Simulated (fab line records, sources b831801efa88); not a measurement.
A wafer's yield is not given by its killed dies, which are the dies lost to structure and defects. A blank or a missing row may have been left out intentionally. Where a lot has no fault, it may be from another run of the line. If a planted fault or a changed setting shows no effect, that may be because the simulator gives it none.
Chamber matching ; flow gf180mcu ; 4 sister chambers for GF_STI_ETCH_14 on rieSi-02
The step etches Si in HBr/Cl2/O2, target depth 360 nm, time 102.9 s. 4 wafers are shown with their chamber, then 7 later ones without.

WAFERS, EACH WITH ITS CHAMBER
wafer;chamber;drypumpMotorCurrentA (A)
L594.3;3;5.8
L594.4;1;5.8
L598.1;2;6.6
L598.3;0;5.1

WAFERS MISSING THEIR CHAMBER
wafer;drypumpMotorCurrentA (A)
L598.4;5.8
L604.1;5.1
L604.2;5.9
L604.5;5.9
L605.1;6.6
L605.4;5.1
L605.6;5.9

WHICH CHAMBER EACH ONE RAN IN
wafer;from the rows above;in truth
L598.4;can't be placed: 1 or 3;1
L604.1;0;0
L604.2;can't be placed: 1 or 3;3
L604.5;can't be placed: 1 or 3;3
L605.1;2;2
L605.4;0;0
L605.6;can't be placed: 1 or 3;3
Correct placement for 3 of the 7. These rows do not allow placing 4 (true chamber among the candidates in 4). Wrongly placed: 0.
How it was worked out, from the rows above alone: a wafer's distance from a chamber is the root of the sum, over the readings, of the square of ((its reading less the chamber's mean) divided by the reading's scatter). The wafer belongs to the nearest chamber; if the next one is less than 2 further off, it can't be placed. A chamber's mean is the mean of its shown wafers. The scatter: with one shown wafer a chamber, the root of the mean of the squares of how far each hidden wafer lies from its nearest shown one.
